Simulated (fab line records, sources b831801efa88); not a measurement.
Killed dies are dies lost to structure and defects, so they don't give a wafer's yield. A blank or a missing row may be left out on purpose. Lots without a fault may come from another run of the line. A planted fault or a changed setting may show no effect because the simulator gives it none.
fab line records | flow sky130
record lots=11 wafers=33 last_day=50
route steps=708 shown VIA3@588 METAL4@598 PAD_OPEN@708
lots that met no fault: from a run of the same line without faults
start_h: hours from the record's first day to the start of the lot's first wafer shown | wait_h: hours since the lot's step before | " the same as in the row above | L1.1+2: a row that stands for several wafers | - no value, or no start given | * or withheld: withheld | < > ~ a bound
route shown NAME@n: a module of which the file shows steps, and the number in the route of the first | usual: mean/standard deviation of fault-free wafers | same: alike in all rows | chamber/n: place in a boat | sites: the reading at each site | _std_site: their standard deviation | _edge_site: outer sites' mean less inner sites' | radius_mm: how far each site lies from the wafer's centre | mask NAME#n: copy n | behind: the tool/chamber that last shaped the wafer | hold: why the lot was held/for how many hours/how that ended | device: the transistor (n, p or np) that didn't switch | end of line: the same wafers' tests at the end of the route | a step without rows: its recipe alone | killed: dies lost to structure and defects at the first sort, not the wafer's yield | map: a wafer's dies, x killed, . not, _ none there
set.NAME: the setting as run; set.NAME@STEP: as run at that earlier step | model.NAME: the simulator's own value behind a step, which no gauge read
steps of the route over a sample of lots; a table a step, a row a wafer
services: from which hour (start_h, from the record's first day; less than 0 if before it) a tool's chamber was out of use, for how many hours, and why
## steps
# step SKY_VIA3_ETCH_15
# recipe target=SiO2 chemistry=C4F8/O2/Ar target_depth_nm=507 stop_on=TiN mask_material=KrF-thick source_w=1500 bias_w=1200 pressure_mtorr=40 c4f8_flow_sccm=withheld O2_flow_sccm=6 Ar_flow_sccm=300 time_s=78
# usual oes_product_au=0.946/0.0048 run_length_s=106.2/0.31
# columns lot.wafer tool chamber start_h wait_h oes_product_au run_length_s
L699.1 rie_diel-03 2 920.47 0.0 0.942 106.4
L699.4 " 0 " " 0.947 106.2
L699.5 " 2 " " 0.949 106.2
L700.1 rie_diel-04 3 926.94 0.0 0.942 105.8
L700.5 " 2 " " 0.938 106.1
L700.6 " 1 " " 0.947 106.0
L701.4 rie_diel-01 0 935.00 0.0 0.947 105.6
L701.5 " 3 " " 0.949 107.0
L701.6 " 2 " " 0.953 106.2
L704.1 rie_diel-01 2 965.81 0.0 0.948 106.6
L704.2 " 0 " " 0.946 106.3
L704.5 " 1 " " 0.949 106.1
L708.2 rie_diel-04 2 995.11 0.0 0.952 106.4
L708.4 " 0 " " 0.939 106.0
L708.6 " 1 " " 0.949 106.0
L709.1 rie_diel-03 2 1001.89 0.0 0.940 106.2
L709.4 " 0 " " 0.948 106.1
L709.6 " 0 " " 0.945 106.3
L710.1 rie_diel-01 3 1008.79 0.0 0.938 106.3
L710.2 " 1 " " 0.946 105.4
L710.3 " 0 " " 0.945 106.2
L716.3 rie_diel-01 0 1045.86 0.0 0.941 105.8
L716.5 " 3 " " 1.008 91.8
L716.6 " 2 " " 0.942 106.7
L719.1 rie_diel-04 1 1068.42 0.0 0.946 106.4
L719.3 " 0 " " 0.943 105.9
L719.5 " 3 " " 0.948 105.8
L721.2 rie_diel-04 2 1073.64 0.0 0.949 106.4
L721.4 " 0 " " 0.942 106.5
L721.6 " 2 " " 0.938 106.7
L722.1 rie_diel-04 1 1075.87 0.0 0.943 106.5
L722.3 " 2 " " 0.947 106.6
L722.6 " 2 " " 0.952 106.4
# step SKY_VIA3_STRIP_16
# recipe chemistry=O2/N2 power_w=1400 pressure_mtorr=1500 platen_temp_c=withheld o2_flow_sccm=3000 n2_flow_sccm=300 overash_fraction=0.5
# usual drypump_motor_current_A=5.6/0.4 n2_flow_sccm=300.0/0.97 oes_product_au=0.401/0.0045 strip_time_to_endpoint_s=4.131/0.023
# columns lot.wafer tool chamber start_h wait_h drypump_motor_current_A n2_flow_sccm oes_product_au rf_hours_counter_h strip_time_to_endpoint_s
L699.1 plasma_asher-02 0 920.53 0.0 5.9 300.5 0.402 49 4.126
L699.4 " 0 " " 5.9 300.9 0.404 - 4.110
L699.5 " 1 " " 5.1 301.5 0.400 - 4.112
L700.1 plasma_asher-01 1 927.00 0.0 5.6 300.7 0.405 110 4.135
L700.5 " 0 " " 5.3 300.0 0.397 - 4.128
L700.6 " 1 " " 5.5 299.6 0.400 - 4.107
L701.4 plasma_asher-02 1 935.06 0.0 5.1 301.4 0.407 - 4.127
L701.5 " 1 " " 5.1 300.4 0.393 - 4.146
L701.6 " 0 " " 5.9 299.3 0.403 - 4.131
L704.1 plasma_asher-04 1 965.87 0.0 6.2 298.3 0.403 82 4.128
L704.2 " 0 " " 5.8 298.5 0.402 82 4.115
L704.5 " 0 " " 5.8 300.6 0.406 - 4.113
L708.2 plasma_asher-01 0 995.17 0.0 5.3 301.0 0.407 117 4.158
L708.4 " 1 " " 5.5 301.6 0.399 - 4.151
L708.6 " 0 " " 5.3 299.4 0.398 - 4.130
L709.1 plasma_asher-02 0 1001.95 0.0 5.9 300.0 0.395 58 4.142
L709.4 " 0 " " 5.9 298.6 0.403 - 4.131
L709.6 " 0 " " 5.9 298.2 0.393 - 4.127
L710.1 plasma_asher-02 1 1008.85 0.0 5.1 299.4 0.392 58 4.113
L710.2 " 0 " " 5.9 299.5 0.398 58 4.087
L710.3 " 0 " " 5.9 301.4 0.405 - 4.107
L716.3 plasma_asher-02 0 1045.95 0.1 5.8 299.0 0.406 - 4.117
L716.5 " 0 " " 5.9 298.0 0.407 - 4.297
L716.6 " 1 " " 5.1 299.6 0.402 - 4.136
L719.1 plasma_asher-04 0 1068.48 0.0 5.8 300.9 0.404 93 4.138
L719.3 " 1 " " 6.2 301.3 0.406 - 4.136
L719.5 " 1 " " 6.2 298.4 0.402 - 4.091
L721.2 plasma_asher-02 0 1073.70 0.0 5.9 300.4 0.399 65 4.159
L721.4 " 1 " " 5.1 298.9 0.401 - 4.168
L721.6 " 1 " " 5.1 299.4 0.398 - 4.135
L722.1 plasma_asher-02 0 1075.93 0.0 5.9 299.6 0.403 65 4.115
L722.3 " 1 " " 5.1 298.1 0.397 - 4.107
L722.6 " 0 " " 5.9 300.2 0.403 - 4.138
# step SKY_METAL4_SPUTTER_00
# recipe material=Ti target_thk_nm=15 power_w=3000 time_s=10 chamber_pressure_pa=0.4
# usual throttle_valve_pct=30.0/1.3
# columns lot.wafer tool chamber start_h wait_h throttle_valve_pct
L699.1 pvd_sputter-03 - 921.90 0.2 28.9
L699.4 " - " " 31.5
L699.5 " - " " 31.8
L700.1 pvd_sputter-01 - 928.25 0.1 31.0
L700.5 " - " " 30.5
L700.6 " - " " 29.5
L701.4 pvd_sputter-03 - 936.29 0.2 31.6
L701.5 " - " " 28.4
L701.6 " - " " 31.3
L704.1 pvd_sputter-03 - 967.12 0.2 28.9
L704.2 " - " " 31.3
L704.5 " - " " 28.9
L708.2 pvd_sputter-03 - 996.42 0.1 28.9
L708.4 " - " " 31.2
L708.6 " - " " 28.4
L709.1 pvd_sputter-03 - 1003.25 0.2 31.5
L709.4 " - " " 31.4
L709.6 " - " " 31.6
L710.1 pvd_sputter-02 - 1010.33 0.2 29.9
L710.2 " - " " 29.4
L710.3 " - " " 27.9
L716.3 pvd_sputter-03 - 1047.33 0.1 28.3
L716.5 " - " " 28.6
L716.6 " - " " 31.6
L719.1 pvd_sputter-03 - 1070.14 0.2 31.3
L719.3 " - " " 31.7
L719.5 " - " " 29.0
L721.2 pvd_sputter-03 - 1074.96 0.2 28.5
L721.4 " - " " 31.4
L721.6 " - " " 28.8
L722.1 pvd_sputter-03 - 1077.30 0.1 31.3
L722.3 " - " " 29.1
L722.6 " - " " 28.4
# step SKY_METAL4_SPUTTER_01
# recipe material=TiN target_thk_nm=20 power_w=6500 time_s=16.7 chamber_pressure_pa=0.4
# usual throttle_valve_pct=30.0/1.3
# columns lot.wafer tool chamber start_h wait_h throttle_valve_pct
L699.1 pvd_sputter-03 - 921.92 0.0 29.1
L699.4 " - " " 31.7
L699.5 " - " " 31.6
L700.1 pvd_sputter-01 - 928.27 0.0 31.1
L700.5 " - " " 30.3
L700.6 " - " " 29.7
L701.4 pvd_sputter-03 - 936.31 0.0 31.4
L701.5 " - " " 28.6
L701.6 " - " " 31.6
L704.1 pvd_sputter-03 - 967.14 0.0 29.0
L704.2 " - " " 31.5
L704.5 " - " " 28.8
L708.2 pvd_sputter-03 - 996.44 0.0 28.9
L708.4 " - " " 31.6
L708.6 " - " " 28.5
L709.1 pvd_sputter-03 - 1003.27 0.0 31.5
L709.4 " - " " 31.2
L709.6 " - " " 31.2
L710.1 pvd_sputter-02 - 1010.35 0.0 30.0
L710.2 " - " " 29.7
L710.3 " - " " 27.8
L716.3 pvd_sputter-03 - 1047.35 0.0 28.4
L716.5 " - " " 28.8
L716.6 " - " " 31.6
L719.1 pvd_sputter-03 - 1070.17 0.0 31.2
L719.3 " - " " 31.4
L719.5 " - " " 28.7
L721.2 pvd_sputter-03 - 1074.98 0.0 28.6
L721.4 " - " " 31.7
L721.6 " - " " 28.8
L722.1 pvd_sputter-03 - 1077.32 0.0 31.2
L722.3 " - " " 28.9
L722.6 " - " " 28.5
# step SKY_METAL4_SPUTTER_03
# recipe material=Ti target_thk_nm=5 power_w=3000 time_s=3.3 chamber_pressure_pa=0.4
# usual throttle_valve_pct=30.0/1.3
# columns lot.wafer tool chamber start_h wait_h throttle_valve_pct
L699.1 pvd_sputter-03 - 921.99 0.0 29.0
L699.4 " - " " 31.4
L699.5 " - " " 31.6
L700.1 pvd_sputter-01 - 928.34 0.0 31.3
L700.5 " - " " 30.3
L700.6 " - " " 29.5
L701.4 pvd_sputter-03 - 936.38 0.0 31.5
L701.5 " - " " 28.4
L701.6 " - " " 31.6
L704.1 pvd_sputter-03 - 967.21 0.0 28.8
L704.2 " - " " 31.5
L704.5 " - " " 28.9
L708.2 pvd_sputter-03 - 996.51 0.0 28.8
L708.4 " - " " 31.2
L708.6 " - " " 28.4
L709.1 pvd_sputter-03 - 1003.33 0.0 31.3
L709.4 " - " " 31.2
L709.6 " - " " 31.4
L710.1 pvd_sputter-02 - 1010.42 0.0 30.0
L710.2 " - " " 29.8
L710.3 " - " " 27.6
L716.3 pvd_sputter-03 - 1047.41 0.0 28.7
L716.5 " - " " 28.1
L716.6 " - " " 31.5
L719.1 pvd_sputter-03 - 1070.23 0.0 31.1
L719.3 " - " " 31.5
L719.5 " - " " 28.5
L721.2 pvd_sputter-03 - 1075.04 0.0 28.3
L721.4 " - " " 31.5
L721.6 " - " " 29.0
L722.1 pvd_sputter-03 - 1077.38 0.0 31.3
L722.3 " - " " 29.0
L722.6 " - " " 28.3
# step SKY_PAD_OPEN_PROBE_99
# usual defect_limited_yield=82.0/1.9 killed_at_M0_to_M3=45/6.9 killed_at_M4_up=3.0/1.7 killed_at_contacts=25/5.6 killed_at_front_end=15/4.2 killed_at_other=0.3/0.55 killed_dies=89/9.6 killed_open=49/7.2 killed_short=39/6.5
# same gross_dies=492 killed_at_back_side=0
# columns lot.wafer tool chamber start_h wait_h defect_limited_yield[%] killed_at_M0_to_M3 killed_at_M4_up killed_at_contacts killed_at_front_end killed_at_other killed_dies killed_open killed_short
L699.1 prober-02 - 1068.15 0.1 82.1 44 2 29 13 0 88 43 45
L699.4 prober-02 - 1068.30 0.2 80.9 51 2 28 13 0 94 58 36
L699.5 prober-02 - 1068.35 0.2 82.5 42 2 22 20 0 86 55 31
L700.1 prober-01 - 1073.45 0.1 80.3 53 3 24 17 0 97 56 41
L700.5 prober-01 - 1073.65 0.2 83.1 38 4 32 9 0 83 40 43
L700.6 prober-01 - 1073.70 0.2 84.8 35 4 23 13 0 75 38 37
L701.4 prober-02 - 1081.14 0.2 79.9 54 4 26 15 0 99 57 42
L701.5 prober-02 - 1081.19 0.2 82.1 41 3 28 15 1 88 45 43
L701.6 prober-02 - 1081.24 0.2 80.5 56 2 24 14 0 96 60 36
L704.1 prober-01 - 1105.46 0.1 83.3 35 1 25 21 0 82 53 29
L704.2 prober-01 - 1105.51 0.1 85.0 40 3 19 12 0 74 42 32
L704.5 prober-01 - 1105.66 0.2 86.4 32 7 18 10 0 67 34 33
L708.2 prober-02 - 1131.70 0.1 86.4 35 3 20 9 0 67 33 34
L708.4 prober-02 - 1131.80 0.2 84.8 40 1 22 12 0 75 44 31
L708.6 prober-02 - 1131.90 0.2 83.5 39 5 23 14 0 81 41 40
L709.1 prober-01 - 1138.06 0.1 82.7 52 2 15 16 0 85 51 30
L709.4 prober-01 - 1138.21 0.2 81.1 43 5 30 15 0 93 48 45
L709.6 prober-01 - 1138.31 0.2 81.9 42 3 27 17 0 89 50 39
L710.1 prober-02 - 1143.14 0.1 81.7 41 2 32 15 0 90 56 34
L710.2 prober-02 - 1143.19 0.1 83.7 46 1 24 9 0 80 47 33
L710.3 prober-02 - 1143.24 0.2 82.1 44 2 24 18 0 88 59 28
L716.3 prober-02 - 1171.20 0.2 82.3 41 6 25 14 1 87 46 41
L716.5 prober-02 - 1171.30 0.2 81.7 40 1 33 16 0 90 51 39
L716.6 prober-02 - 1171.35 0.2 81.3 54 4 18 16 0 92 56 36
L719.1 prober-01 - 1190.27 0.1 83.3 54 1 19 8 0 82 36 46
L719.3 prober-01 - 1190.37 0.2 80.5 49 3 26 18 0 96 49 47
L719.5 prober-01 - 1190.47 0.2 80.9 42 3 35 14 0 94 54 40
L721.2 prober-01 - 1193.73 0.1 80.5 45 3 30 18 0 96 50 46
L721.4 prober-01 - 1193.83 0.2 82.9 50 4 18 12 0 84 61 23
L721.6 prober-01 - 1193.93 0.2 83.7 33 2 28 17 0 80 43 37
L722.1 prober-02 - 1195.34 0.1 83.1 37 5 28 12 1 83 48 34
L722.3 prober-02 - 1195.44 0.2 83.5 49 1 21 10 0 81 47 33
L722.6 prober-02 - 1195.59 0.2 85.2 42 0 19 11 1 73 40 33
# killed by level:class
L699.1 VIA1:geometric_particle:open=14 LI_CONTACT:geometric_particle:open=8 LOCAL_INTERCONNECT:geometric_particle:short=6 CONTACT:geometric_particle:short=6 VIA1:geometric_particle:short=6 FIELD_ISO:geometric_particle:short=5 CONTACT:geometric_particle:open=5 VIA2:geometric_particle:open=5
L699.4 VIA1:geometric_particle:open=19 VIA3:geometric_particle:open=9 CONTACT:geometric_particle:open=9 LI_CONTACT:geometric_particle:open=7 LI_CONTACT:geometric_particle:short=5 CONTACT:geometric_particle:short=4 METAL1:geometric_particle:short=4 METAL2:geometric_particle:short=4
L699.5 VIA1:geometric_particle:open=16 CONTACT:geometric_particle:open=9 VIA3:geometric_particle:open=6 LI_CONTACT:geometric_particle:open=5 VIA1:geometric_particle:short=5 FIELD_ISO:geometric_particle:short=4 POLY_GATE:geometric_particle:open=4 LOCAL_INTERCONNECT:geometric_particle:short=4
L700.1 VIA1:geometric_particle:open=14 CONTACT:geometric_particle:open=9 VIA2:geometric_particle:open=9 METAL1:geometric_particle:short=7 VIA3:geometric_particle:short=7 FIELD_ISO:geometric_particle:open=5 POLY_GATE:geometric_particle:open=4 POLY_GATE:geometric_particle:short=4
L700.5 VIA1:geometric_particle:open=12 CONTACT:geometric_particle:open=11 CONTACT:geometric_particle:short=8 LI_CONTACT:geometric_particle:open=6 VIA1:geometric_particle:short=6 LI_CONTACT:geometric_particle:short=4 VIA3:geometric_particle:open=4 FIELD_ISO:geometric_particle:short=3
L700.6 VIA1:geometric_particle:open=8 CONTACT:geometric_particle:open=7 LOCAL_INTERCONNECT:geometric_particle:short=6 VIA3:geometric_particle:open=5 SPACER:geometric_particle:open=4 LI_CONTACT:geometric_particle:open=4 CONTACT:geometric_particle:short=4 METAL1:geometric_particle:short=4
L701.4 VIA1:geometric_particle:open=14 CONTACT:geometric_particle:open=12 VIA3:geometric_particle:open=12 CONTACT:geometric_particle:short=7 VIA1:geometric_particle:short=6 METAL3:geometric_particle:short=6 FIELD_ISO:geometric_particle:short=5 POLY_GATE:geometric_particle:open=5
L701.5 LI_CONTACT:geometric_particle:open=9 CONTACT:geometric_particle:open=8 VIA1:geometric_particle:short=7 VIA3:geometric_particle:open=7 FIELD_ISO:geometric_particle:open=6 POLY_GATE:geometric_particle:short=5 METAL1:geometric_particle:short=5 LOCAL_INTERCONNECT:geometric_particle:short=5
L701.6 VIA1:geometric_particle:open=19 VIA3:geometric_particle:open=11 CONTACT:geometric_particle:open=9 VIA2:geometric_particle:open=6 METAL2:geometric_particle:short=5 POLY_GATE:geometric_particle:open=4 LOCAL_INTERCONNECT:geometric_particle:short=4 CONTACT:geometric_particle:short=4
L704.1 CONTACT:geometric_particle:open=9 VIA3:geometric_particle:open=8 VIA1:geometric_particle:open=7 FIELD_ISO:geometric_particle:open=5 FIELD_ISO:geometric_particle:short=5 POLY_GATE:geometric_particle:open=5 LI_CONTACT:geometric_particle:short=5 METAL1:geometric_particle:open=5
L704.2 VIA2:geometric_particle:open=12 CONTACT:geometric_particle:open=7 FIELD_ISO:geometric_particle:open=6 VIA1:geometric_particle:open=5 METAL2:geometric_particle:short=5 METAL3:geometric_particle:short=5 VIA3:geometric_particle:open=4 CONTACT:geometric_particle:short=4
L704.5 LI_CONTACT:geometric_particle:open=6 FIELD_ISO:geometric_particle:open=5 LOCAL_INTERCONNECT:geometric_particle:short=5 VIA1:geometric_particle:short=5 VIA1:geometric_particle:open=5 VIA2:geometric_particle:short=5 METAL4:geometric_particle:short=5 METAL3:geometric_particle:short=4
L708.2 VIA1:geometric_particle:open=8 METAL2:geometric_particle:short=7 VIA3:geometric_particle:open=7 LI_CONTACT:geometric_particle:open=5 CONTACT:geometric_particle:open=5 CONTACT:geometric_particle:short=5 METAL3:geometric_particle:short=4 LI_CONTACT:geometric_particle:short=3
L708.4 VIA1:geometric_particle:open=12 CONTACT:geometric_particle:open=8 VIA1:geometric_particle:short=7 LI_CONTACT:geometric_particle:open=7 LOCAL_INTERCONNECT:geometric_particle:short=5 FIELD_ISO:geometric_particle:short=4 METAL2:geometric_particle:short=4 FIELD_ISO:geometric_particle:open=3
L708.6 VIA1:geometric_particle:open=10 LI_CONTACT:geometric_particle:open=8 VIA3:geometric_particle:open=7 POLY_GATE:geometric_particle:short=6 METAL2:geometric_particle:short=6 LI_CONTACT:geometric_particle:short=5 LOCAL_INTERCONNECT:geometric_particle:short=4 CONTACT:geometric_particle:open=4
L709.1 VIA2:geometric_particle:open=13 VIA1:geometric_particle:open=11 FIELD_ISO:geometric_particle:open=6 CONTACT:geometric_particle:open=6 LI_CONTACT:geometric_particle:open=5 VIA1:geometric_particle:short=5 VIA3:geometric_particle:open=5 METAL3:geometric_particle:short=4
L709.4 VIA1:geometric_particle:open=13 CONTACT:geometric_particle:open=11 LI_CONTACT:geometric_particle:open=7 LOCAL_INTERCONNECT:geometric_particle:short=7 METAL1:geometric_particle:short=6 METAL2:geometric_particle:short=6 VIA2:geometric_particle:open=5 FIELD_ISO:geometric_particle:short=4
L709.6 CONTACT:geometric_particle:open=10 FIELD_ISO:geometric_particle:open=8 LOCAL_INTERCONNECT:geometric_particle:short=8 VIA1:geometric_particle:open=8 VIA2:geometric_particle:open=7 METAL1:geometric_particle:short=5 METAL2:geometric_particle:short=5 VIA3:geometric_particle:open=5
L710.1 VIA1:geometric_particle:open=23 LI_CONTACT:geometric_particle:open=13 CONTACT:geometric_particle:short=7 CONTACT:geometric_particle:open=6 POLY_GATE:geometric_particle:short=5 POLY_GATE:geometric_particle:open=5 FIELD_ISO:geometric_particle:short=4 LOCAL_INTERCONNECT:geometric_particle:short=4
L710.2 VIA1:geometric_particle:open=11 CONTACT:geometric_particle:open=11 LI_CONTACT:geometric_particle:open=8 METAL2:geometric_particle:short=8 VIA1:geometric_particle:short=7 VIA3:geometric_particle:open=6 POLY_GATE:geometric_particle:short=3 VIA2:geometric_particle:open=3
L710.3 VIA1:geometric_particle:open=15 CONTACT:geometric_particle:open=9 VIA2:geometric_particle:open=7 POLY_GATE:geometric_particle:open=5 LI_CONTACT:geometric_particle:open=5 VIA3:geometric_particle:open=5 FIELD_ISO:geometric_particle:open=4 METAL2:geometric_particle:short=4
L716.3 VIA2:geometric_particle:open=8 LI_CONTACT:geometric_particle:open=7 VIA1:geometric_particle:open=7 LI_CONTACT:geometric_particle:short=6 METAL1:geometric_particle:short=6 CONTACT:geometric_particle:open=5 VIA2:geometric_particle:short=4 VIA3:geometric_particle:open=4
L716.5 CONTACT:geometric_particle:open=12 VIA1:geometric_particle:open=10 VIA3:geometric_particle:open=10 LI_CONTACT:geometric_particle:open=8 METAL2:geometric_particle:short=8 FIELD_ISO:geometric_particle:open=5 LOCAL_INTERCONNECT:geometric_particle:short=5 VIA3:geometric_particle:short=5
L716.6 VIA1:geometric_particle:open=12 VIA2:geometric_particle:open=11 METAL1:geometric_particle:short=7 CONTACT:geometric_particle:open=6 VIA1:geometric_particle:short=6 LI_CONTACT:geometric_particle:open=5 VIA3:geometric_particle:open=5 POLY_GATE:geometric_particle:open=5
L719.1 METAL2:geometric_particle:short=11 VIA1:geometric_particle:open=8 CONTACT:geometric_particle:open=8 METAL3:geometric_particle:short=7 VIA1:geometric_particle:short=6 VIA3:geometric_particle:open=6 CONTACT:geometric_particle:short=5 METAL1:geometric_particle:short=4
L719.3 VIA1:geometric_particle:open=11 CONTACT:geometric_particle:open=10 METAL2:geometric_particle:short=9 VIA3:geometric_particle:open=7 POLY_GATE:geometric_particle:short=6 LI_CONTACT:geometric_particle:open=6 METAL1:geometric_particle:short=6 METAL2:geometric_particle:open=5
L719.5 CONTACT:geometric_particle:open=15 VIA3:geometric_particle:open=9 VIA2:geometric_particle:open=7 LI_CONTACT:geometric_particle:open=6 METAL2:geometric_particle:short=6 LOCAL_INTERCONNECT:geometric_particle:short=5 CONTACT:geometric_particle:short=5 POLY_GATE:geometric_particle:open=4
L721.2 LI_CONTACT:geometric_particle:open=11 CONTACT:geometric_particle:open=11 VIA1:geometric_particle:open=9 VIA1:geometric_particle:short=7 METAL2:geometric_particle:short=6 POLY_GATE:geometric_particle:short=5 VIA2:geometric_particle:open=5 FIELD_ISO:geometric_particle:short=4
L721.4 VIA3:geometric_particle:open=13 VIA1:geometric_particle:open=12 VIA2:geometric_particle:open=12 FIELD_ISO:geometric_particle:open=5 LI_CONTACT:geometric_particle:open=5 CONTACT:geometric_particle:open=5 VIA1:geometric_particle:short=4 METAL3:geometric_particle:short=4
L721.6 CONTACT:geometric_particle:open=9 FIELD_ISO:geometric_particle:open=7 LOCAL_INTERCONNECT:geometric_particle:short=7 VIA1:geometric_particle:open=7 VIA3:geometric_particle:open=6 FIELD_ISO:geometric_particle:short=5 LI_CONTACT:geometric_particle:short=5 VIA3:geometric_particle:short=4
L722.1 CONTACT:geometric_particle:open=9 LI_CONTACT:geometric_particle:open=8 CONTACT:geometric_particle:short=8 VIA1:geometric_particle:open=8 VIA3:geometric_particle:open=7 FIELD_ISO:geometric_particle:open=5 FIELD_ISO:geometric_particle:short=4 METAL1:geometric_particle:short=4
L722.3 VIA1:geometric_particle:open=14 CONTACT:geometric_particle:open=11 VIA3:geometric_particle:open=8 METAL2:geometric_particle:short=7 METAL1:geometric_particle:short=6 VIA1:geometric_particle:short=5 LI_CONTACT:geometric_particle:open=4 CONTACT:geometric_particle:short=3
L722.6 VIA1:geometric_particle:open=14 METAL2:geometric_particle:short=7 VIA3:geometric_particle:open=6 CONTACT:geometric_particle:short=5 FIELD_ISO:geometric_particle:open=4 LOCAL_INTERCONNECT:geometric_particle:short=4 LI_CONTACT:geometric_particle:open=4 VIA2:geometric_particle:short=4
## services
# columns tool chamber start_h hours kind
plasma_asher-01 - 896.91 1.6 repair
plasma_asher-02 - 897.58 1.9 repair
rie_diel-01 0 907.31 13.5 repair
rie_diel-04 0 913.14 2.5 repair
rie_diel-01 1 920.81 - clean
rie_diel-01 1 920.81 22.5 scheduled_down
rie_diel-01 1 920.81 22.5 vent_cycle
rie_diel-03 0 924.36 2.7 repair
rie_diel-03 3 925.08 7.8 repair
rie_diel-03 2 926.69 11.7 repair
pvd_sputter-01 - 929.35 4.1 repair
pvd_sputter-01 0 943.36 - consumable_replace:kit
pvd_sputter-01 0 943.36 18.0 scheduled_down
pvd_sputter-01 0 943.36 18.0 vent_cycle
pvd_sputter-02 3 943.68 - consumable_replace:kit
pvd_sputter-02 3 943.68 18.0 scheduled_down
pvd_sputter-02 3 943.68 18.0 vent_cycle
pvd_sputter-02 - 965.01 2.7 repair
rie_diel-04 2 971.29 7.3 repair
pvd_sputter-01 - 1016.94 1.3 repair
pvd_sputter-02 - 1042.02 13.8 repair
plasma_asher-01 - 1055.25 9.0 pm
rie_diel-03 - 1067.09 2.8 pm
pvd_sputter-02 - 1067.48 12.5 repair
## key
first_sign step=SKY_VIA3_ETCH_15 reading=run_length_s direction=down sigmas=46 usual=* struck=*
effect step=SKY_VIA3_ETCH_15 reading=oes_product_au direction=up sigmas=13 usual=0.946 struck=1.008
effect step=SKY_VIA3_STRIP_16 reading=strip_time_to_endpoint_s direction=up sigmas=7.3 usual=* struck=*
met_at SKY_VIA3_ETCH_15
struck_lots L716
struck_wafers L716.5
not_acting_at SKY_METAL4_SPUTTER_00,SKY_METAL4_SPUTTER_01,SKY_METAL4_SPUTTER_03
onset_between 1008.79 1045.86
fault kind=process_parameter_drift tool=rie_diel-01 chamber=- onset_h=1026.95 steps=SKY_VIA3_ETCH_15 channel=time_s offset=* shape=step end_h=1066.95 scope=struck_wafers_only acts_in=* stated=*
